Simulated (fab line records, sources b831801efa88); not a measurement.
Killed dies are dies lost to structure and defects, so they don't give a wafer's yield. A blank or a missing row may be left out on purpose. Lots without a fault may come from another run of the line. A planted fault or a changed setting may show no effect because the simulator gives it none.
Split-lot experiment | flow sky130 | 5 lots, 23 wafers read, on a route of 708 steps

THE SPLIT
At SKY_NWELL_COAT_05 (resist thk 3000 nm), the setting resist_thk_nm was moved away from the recipe's 3000 nm on 8 of the 23 wafers read, by -4.2% to +5.7%. The other wafers ran this setting at the recipe's value.

The reading is taken at the split's own step.

THE READING
coat_of_NWELL_COAT_05.thk_nm (the simulator's own value, which no gauge read), in nm, at SKY_NWELL_COAT_05 (resist thk 3000 nm). The file gives no usual value for it. The 15 wafers here that ran the recipe average 2998 nm, standard deviation 6 nm.

wafer  | tool, chamber at the split | resist_thk_nm as run, nm | against the recipe | coat_of_NWELL_COAT_05.thk_nm, nm | against lot-mates on the recipe
L074.1 | litho_track-02, 0          | 3046                     | +1.5%              | 3050                             | +52
L074.2 | litho_track-02, 0          | 3000                     | recipe             | 3005                             | -
L074.4 | litho_track-02, 0          | 3046                     | +1.5%              | 3049                             | +51
L074.5 | litho_track-02, 0          | 3000                     | recipe             | 2991                             | -
L074.6 | litho_track-02, 0          | 3046                     | +1.5%              | 3043                             | +45
L077.1 | litho_track-04, 0          | 2874                     | -4.2%              | 2890                             | -115
L077.2 | litho_track-04, 0          | 3000                     | recipe             | 3003                             | -
L077.3 | litho_track-04, 0          | 2874                     | -4.2%              | 2875                             | -130
L077.4 | litho_track-04, 0          | 2874                     | -4.2%              | 2877                             | -128
L077.6 | litho_track-04, 0          | 3000                     | recipe             | 3007                             | -
L081.1 | litho_track-03, 0          | 3000                     | recipe             | 3002                             | -
L081.2 | litho_track-03, 0          | 3000                     | recipe             | 2998                             | -
L081.4 | litho_track-03, 0          | 3000                     | recipe             | 2984                             | -
L081.5 | litho_track-03, 0          | 3000                     | recipe             | 2997                             | -
L081.6 | litho_track-03, 0          | 3000                     | recipe             | 2990                             | -
L083.4 | litho_track-04, 0          | 3000                     | recipe             | 2996                             | -
L083.6 | litho_track-04, 0          | 3000                     | recipe             | 2996                             | -
L083.5 | litho_track-04, 0          | 3000                     | recipe             | 2999                             | -
L085.1 | litho_track-03, 0          | 3170                     | +5.7%              | 3165                             | +163
L085.2 | litho_track-03, 0          | 3000                     | recipe             | 3004                             | -
L085.3 | litho_track-03, 0          | 3000                     | recipe             | 3000                             | -
L085.4 | litho_track-03, 0          | 3170                     | +5.7%              | 3161                             | +159
L085.6 | litho_track-03, 0          | 3000                     | recipe             | 3002                             | -

THE FIT
A straight line over all 23 wafers: coat_of_NWELL_COAT_05.thk_nm changes by +28.7 nm for each +1% of resist_thk_nm; r = +1.00; the points scatter about the line by 6.1 nm.
The same after taking each lot's own level away (the mean of its wafers on the recipe; 23 wafers): +29.1 nm for each +1%; r = +1.00; scatter 5.4 nm.
On that fit, the largest move of resist_thk_nm shifts the reading by 1.7e+02 nm.
The lots' own levels span 2994.2 to 3005.0 nm, that is 1.8 times the standard deviation above.
So the lot-to-lot level changes the slope little: the two slopes agree.
Check: with one of the wafers moved furthest among these (+5.7%) left out of the fit, the line predicts +166 nm for it against its lot-mates. It came out at +163 nm against them.

OTHER SPLITS ON THESE WAFERS
These wafers also went through other splits before the reading. Each is held against what the fit with the lots' levels taken away leaves over:
other split on the same wafers       | wafers away from the commonest value | r with coat_of_NWELL_COAT_05.thk_nm (lot level and that fit taken away)
SKY_FIELD_ISO_CVD_03 pressure_mtorr  | 15                                   | +0.18
SKY_FIELD_ISO_COAT_08 spin_rpm       | 10                                   | -0.25
SKY_FIELD_ISO_ETCH_17 time_s         | 10                                   | -0.07
SKY_FIELD_ISO_OXIDATION_22 ox_time_s | 10                                   | -0.19
SKY_PWDE_COAT_02 spin_rpm            | 8                                    | -0.19

THE WHOLE CHAIN: every reading that the file lists as answering this split, in the file's order
step               | what it does       | reading                                                                       | change (the file's fit)              | r (the file's)
SKY_NWELL_COAT_05  | resist thk 3000 nm | coat_of_NWELL_COAT_05.thk_nm (the simulator's own value, which no gauge read) | +28.9 nm for each +1% of the setting | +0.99
SKY_NWELL_STRIP_14 | strips in O2/N2    | strip_time_to_endpoint_s                                                      | withheld for each +1% of the setting | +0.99

THE FILE'S OWN FIT
coat_of_NWELL_COAT_05.thk_nm changes by +28.9 nm for each +1% of resist_thk_nm, r = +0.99.
